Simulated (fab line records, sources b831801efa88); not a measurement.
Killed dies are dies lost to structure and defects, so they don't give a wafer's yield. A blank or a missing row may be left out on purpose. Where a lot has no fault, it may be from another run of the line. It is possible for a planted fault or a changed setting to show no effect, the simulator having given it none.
The tool behind it: which one? ; flow sky130 ; Sampling: 24 lots, 72 wafers, 6 of 708 route steps

## WHAT THE GAUGES READ, wafer by wafer
SKY_FIELD_ISO_THK_MEAS_02. Usual: FIELD_ISO_OXIDATION_00_THK gives 12.04 nm (standard deviation 0.21).
lot;measured;on;FIELD_ISO_OXIDATION_00_THK (nm);flag
L074;day 1 11:38;filmMetro-02;11.74 11.75 11.56;
L075;day 1 17:41;filmMetro-02;12.39 12.23 12.39;
L076;day 1 23:50;filmMetro-02;12.35 12.37 12.40;
L077;day 2 04:05;filmMetro-03;12.07 12.10 11.97;
L078;day 2 10:03;filmMetro-02;12.32 12.21 12.20;
L079;day 2 12:56;filmMetro-03;12.38 12.11 12.27;
L080;day 2 17:39;filmMetro-03;11.72 11.76 11.76;
L081;day 3 00:16;filmMetro-02;11.78 12.06 11.96;
L082;day 3 03:38;filmMetro-04;12.50 12.31 12.38;
L083;day 3 08:39;filmMetro-02;11.76 11.98 12.02;
L084;day 3 14:17;filmMetro-04;11.71 11.71 12.07;
L085;day 3 23:16;filmMetro-02;11.92 11.84 11.80;
L086;day 4 01:59;filmMetro-03;11.96 11.82 12.14;
L087;day 4 05:41;filmMetro-02;12.03 12.20 12.42;
L088;day 4 09:38;filmMetro-03;12.11 12.34 12.00;
L089;day 4 15:23;filmMetro-02;11.86 12.14 12.04;
L090;day 4 19:38;filmMetro-04;12.16 11.95 11.95;
L091;day 5 01:05;filmMetro-02;11.84 11.74 11.86;
L092;day 5 10:22;filmMetro-03;12.45 12.10 12.32;
L093;day 5 13:51;filmMetro-02;12.04 11.91 11.97;
L094;day 5 18:14;filmMetro-02;12.19 12.08 12.01;
L095;day 5 22:31;filmMetro-02;12.01 11.80 12.15;
L096;day 6 02:36;filmMetro-02;12.09 12.08 12.14;
L097;day 6 08:19;filmMetro-02;11.94 11.92 11.94;

SKY_SD_N_OVL_MEAS_08. Usual: SD_N_OVL gives -0.4 nm (standard deviation 1.5).
lot;measured;on;SD_N_OVL (nm);flag
L074;day 27 20:29;overlay-01;-0.3 -1.8 -0.7;
L075;day 27 23:42;overlay-02;0.8 -0.7 1.2;
L076;day 28 17:27;overlay-01;-2.2 -1.4 -3.4;
L077;day 29 06:59;overlay-01;1.7 1.2 2.4;
L078;day 29 09:21;overlay-02;-0.8 -2.4 0.1;
L079;day 29 22:51;overlay-02;-0.1 -1.0 1.1;
L080;day 30 06:44;overlay-02;-0.6 -1.2 -1.2;
L081;day 30 23:20;overlay-02;1.3 -0.1 0.8;
L082;day 30 23:34;overlay-02;-1.3 0.9 -1.3;
L083;day 31 06:44;overlay-02;-3.0 -1.4 0.0;
L084;day 31 14:28;overlay-01;-1.0 -1.9 -1.7;
L085;day 32 02:44;overlay-02;0.6 -0.1 1.6;
L086;day 32 16:16;overlay-02;1.2 0.1 0.4;
L087;day 32 16:51;overlay-02;3.0 -0.9 3.4;
L088;day 33 08:33;overlay-02;-2.6 -3.8 -3.5;
L089;day 33 14:01;overlay-02;-1.5 -1.5 -2.2;
L090;day 33 12:54;overlay-01;-0.4 -2.3 0.4;
L091;day 33 17:22;overlay-02;1.5 1.0 -1.2;
L092;day 34 03:16;overlay-01;-1.5 0.4 -0.1;
L093;day 34 08:13;overlay-02;-0.2 -0.1 -1.3;
L094;day 35 03:31;overlay-02;-1.0 -2.4 -2.6;
L095;day 34 19:41;overlay-02;1.3 -0.4 1.4;
L096;day 35 10:32;overlay-02;1.1 1.7 2.1;
L097;day 35 09:41;overlay-01;-3.3 -1.6 0.7;

SKY_VIA2_THK_MEAS_23: measures by xrf. Usual: VIA2_W_THK gives 416 nm (standard deviation 5.6).
lot;measured;on;VIA2_W_THK (nm);flag
L074;day 36 07:59;filmMetro-04;424 428 426;
L075;day 36 12:01;filmMetro-03;409 408 411;
L076;day 37 03:22;filmMetro-04;416 416 419;
L077;day 37 16:01;filmMetro-03;414 407 408;
L078;day 37 17:26;filmMetro-03;409 417 409;
L079;day 38 05:29;filmMetro-03;420 408 414;
L080;day 38 13:38;filmMetro-03;419 421 410;
L081;day 39 03:13;filmMetro-03;424 418 420;
L082;day 39 06:05;filmMetro-04;420 419 407;
L083;day 39 10:22;filmMetro-03;426 420 418;
L084;day 39 18:11;filmMetro-02;420 419 422;
L085;day 40 03:10;filmMetro-03;425 422 424;
L086;day 40 15:39;filmMetro-04;416 416 413;
L087;day 40 15:51;filmMetro-02;413 412 408;
L088;day 41 07:29;filmMetro-04;417 418 414;
L089;day 41 12:18;filmMetro-04;411 410 407;
L090;day 41 11:05;filmMetro-03;413 419 415;
L091;day 41 14:11;filmMetro-02;420 420 417;
L092;day 42 02:57;filmMetro-04;423 413 414;
L093;day 42 04:48;filmMetro-03;415 414 417;
L094;day 42 22:05;filmMetro-03;414 405 413;
L095;day 42 17:35;filmMetro-02;412 411 412;
L096;day 43 05:46;filmMetro-04;422 428 431;
L097;day 43 05:05;filmMetro-03;418 415 416;

SKY_VIA4_THK_MEAS_20: measures by xrf. Usual: VIA4_W_THK gives 500 nm (standard deviation 6.6).
lot;measured;on;VIA4_W_THK (nm);flag
L074;day 42 19:49;filmMetro-04;494 501 495;
L075;day 42 22:21;filmMetro-02;493 486 487;
L076;day 43 13:56;filmMetro-03;496 497 493;
L077;day 43 23:34;filmMetro-02;487 491 497;
L078;day 44 03:11;filmMetro-03;503 496 500;
L079;day 44 11:59;filmMetro-04;506 493 495;
L080;day 44 18:29;filmMetro-02;497 509 501;
L081;day 45 07:53;filmMetro-03;495 514 499;
L082;day 45 08:53;filmMetro-03;500 502 501;
L083;day 45 14:21;filmMetro-03;505 494 510;
L084;day 45 19:37;filmMetro-03;500 499 504;
L085;day 46 00:17;filmMetro-04;500 503 499;
L086;day 46 12:39;filmMetro-04;507 509 514;
L087;day 46 13:16;filmMetro-04;496 512 502;
L088;day 47 02:44;filmMetro-04;508 504 506;
L089;day 47 08:20;filmMetro-04;505 496 510;
L090;day 47 05:43;filmMetro-02;501 496 499;
L091;day 47 11:50;filmMetro-04;505 508 512;
L092;day 47 18:35;filmMetro-03;495 501 504;
L093;day 47 21:05;filmMetro-02;497 503 484;
L094;day 48 12:22;filmMetro-02;493 498 501;
L095;day 48 07:44;filmMetro-03;509 507 502;
L096;day 48 18:44;filmMetro-04;498 499 495;
L097;day 48 17:04;filmMetro-03;508 504 506;

## WHAT TOOL EACH LOT RAN ON (gives the tool, then ch and the chambers of the sampled wafers, and finally the start)
lot;SKY_POLY_CUT_STRIP_12;SKY_VIA1_CMP_02
L074;plasmaAsher-03 ch 1, day 24 05:23;cmp-02 ch 1,2, day 32 20:07
L075;plasmaAsher-01 ch 0,1, day 24 07:53;cmp-02 ch 0,2,3, day 32 23:56
L076;plasmaAsher-04 ch 0,1, day 25 02:13;cmp-01 ch 0,1,2, day 33 15:59
L077;plasmaAsher-01 ch 0,1, day 25 16:02;cmp-02 ch 1,3, day 34 04:04
L078;plasmaAsher-04 ch 1, day 25 17:55;cmp-02 ch 0,1,3, day 34 07:02
L079;plasmaAsher-01 ch 0,1, day 26 09:00;cmp-01 ch 0,2,3, day 34 19:14
L080;plasmaAsher-03 ch 0,1, day 26 17:28;cmp-01 ch 1,2,3, day 35 03:06
L081;plasmaAsher-01 ch 0,1, day 27 09:34;cmp-02 ch 1,2, day 35 17:54
L082;plasmaAsher-04 ch 0,1, day 27 09:40;cmp-02 ch 0,1,2, day 35 19:41
L083;plasmaAsher-04 ch 0,1, day 27 19:16;cmp-01 ch 0,3, day 36 00:57
L084;plasmaAsher-04 ch 0,1, day 28 01:54;cmp-02 ch 1,2, day 36 08:52
L085;plasmaAsher-01 ch 0,1, day 28 13:04;cmp-01 ch 1,2,3, day 36 18:49
L086;plasmaAsher-03 ch 0,1, day 29 03:42;cmp-01 ch 1,3, day 37 09:21
L087;plasmaAsher-03 ch 1, day 29 04:52;cmp-02 ch 0,2, day 37 09:42
L088;plasmaAsher-03 ch 0,1, day 29 20:07;cmp-01 ch 1,2,3, day 38 00:00
L089;plasmaAsher-01 ch 0,1, day 30 05:46;cmp-02 ch 0,2,3, day 38 05:52
L090;plasmaAsher-03 ch 0,1, day 30 03:40;cmp-02 ch 1,2,3, day 38 04:27
L091;plasmaAsher-04 ch 0,1, day 30 07:19;cmp-01 ch 0,1,3, day 38 09:02
L092;plasmaAsher-04 ch 0,1, day 30 18:26;cmp-01 ch 0,1,3, day 38 20:20
L093;plasmaAsher-03 ch 0,1, day 30 22:47;cmp-02 ch 0,2,3, day 39 00:15
L094;plasmaAsher-01 ch 0,1, day 31 19:44;cmp-01 ch 0,2, day 39 16:57
L095;plasmaAsher-01 ch 0,1, day 31 11:29;cmp-01 ch 1,2, day 39 09:47
L096;plasmaAsher-04 ch 0,1, day 32 03:01;cmp-01 ch 0,1,3, day 40 01:07
L097;plasmaAsher-04 ch 0,1, day 32 01:58;cmp-02 ch 0,2,3, day 39 23:58
- SKY_POLY_CUT_STRIP_12: strips in O2/N2.
- SKY_VIA1_CMP_02: polishes SiO2.

## WHAT THE TOOLS THEMSELVES READ (means of the sampled wafers that have a number; where no wafer has one, the mark that the record gives instead)
SKY_POLY_CUT_STRIP_12. Usual: drypumpMotorCurrentA 5.7 A, standard deviation 0.47; oesProductAu 0.452 a.u., standard deviation 0.0044; stripTimeToEndpointS 5.358 s, standard deviation 0.017.
lot;tool;drypumpMotorCurrentA (A);oesProductAu (a.u.);stripTimeToEndpointS (s);flag
L074;plasmaAsher-03;5.1;0.453;5.361;
L075;plasmaAsher-01;5.6;0.454;5.361;
L076;plasmaAsher-04;5.7;0.448;5.338;
L077;plasmaAsher-01;5.8;0.453;5.350;
L078;plasmaAsher-04;6.4;0.451;5.369;
L079;plasmaAsher-01;5.8;0.456;5.342;
L080;plasmaAsher-03;5.4;0.452;5.355;
L081;plasmaAsher-01;5.6;0.453;5.353;
L082;plasmaAsher-04;6.0;0.455;5.337;
L083;plasmaAsher-04;5.7;0.448;5.377;
L084;plasmaAsher-04;6.0;0.454;5.364;
L085;plasmaAsher-01;5.6;0.457;5.349;
L086;plasmaAsher-03;5.4;0.452;5.346;
L087;plasmaAsher-03;5.1;0.451;5.377;
L088;plasmaAsher-03;5.4;0.452;5.368;
L089;plasmaAsher-01;5.6;0.456;5.361;
L090;plasmaAsher-03;5.3;0.455;5.357;
L091;plasmaAsher-04;6.0;0.454;5.357;
L092;plasmaAsher-04;6.0;0.454;5.386;
L093;plasmaAsher-03;5.3;0.453;5.385;
L094;plasmaAsher-01;5.6;0.446;5.347;
L095;plasmaAsher-01;5.8;0.455;5.332;
L096;plasmaAsher-04;6.0;0.452;5.363;
L097;plasmaAsher-04;5.7;0.451;5.367;

SKY_VIA1_CMP_02. Usual: headPressurePsi 3.999 psi, standard deviation 0.0091; motorCurrentA 11.6 A, standard deviation 1.3.
lot;tool;headPressurePsi (psi);motorCurrentA (A);flag
L074;cmp-02;4.000;13.1;
L075;cmp-02;4.000;11.9;
L076;cmp-01;3.996;10.9;
L077;cmp-02;3.987;11.8;
L078;cmp-02;3.995;11.5;
L079;cmp-01;3.998;11.4;
L080;cmp-01;3.997;10.5;
L081;cmp-02;4.011;12.8;
L082;cmp-02;3.997;11.9;
L083;cmp-01;4.003;12.0;
L084;cmp-02;3.999;12.0;
L085;cmp-01;4.011;10.6;
L086;cmp-01;4.000;10.8;
L087;cmp-02;3.995;12.7;
L088;cmp-01;4.006;10.2;
L089;cmp-02;3.998;11.8;
L090;cmp-02;3.995;13.1;
L091;cmp-01;3.998;11.3;
L092;cmp-01;4.003;11.2;
L093;cmp-02;4.006;12.3;
L094;cmp-01;3.991;10.6;
L095;cmp-01;4.010;9.8;
L096;cmp-01;4.003;11.4;
L097;cmp-02;3.994;12.2;

## THE ANSWER, worked out from the rows above alone
Rule: lot off if the mean of its wafers having a number is beyond 3 standard deviations from the usual mean. Also off: a lot with no number at a reading for which 4 or more lots have one. The other lots that the step has rows for count as sound. After the gauges, taken in route order, come the tools' own readings; for these a lot's mean is taken, as printed above. At the first step where some lot is off, the reading lying furthest off is the one used; lots without a number count as furthest.
Across all readings shown, no lot is off: no conclusion can be drawn from this.

## WHAT HAD BEEN PUT IN BY THE SIMULATOR
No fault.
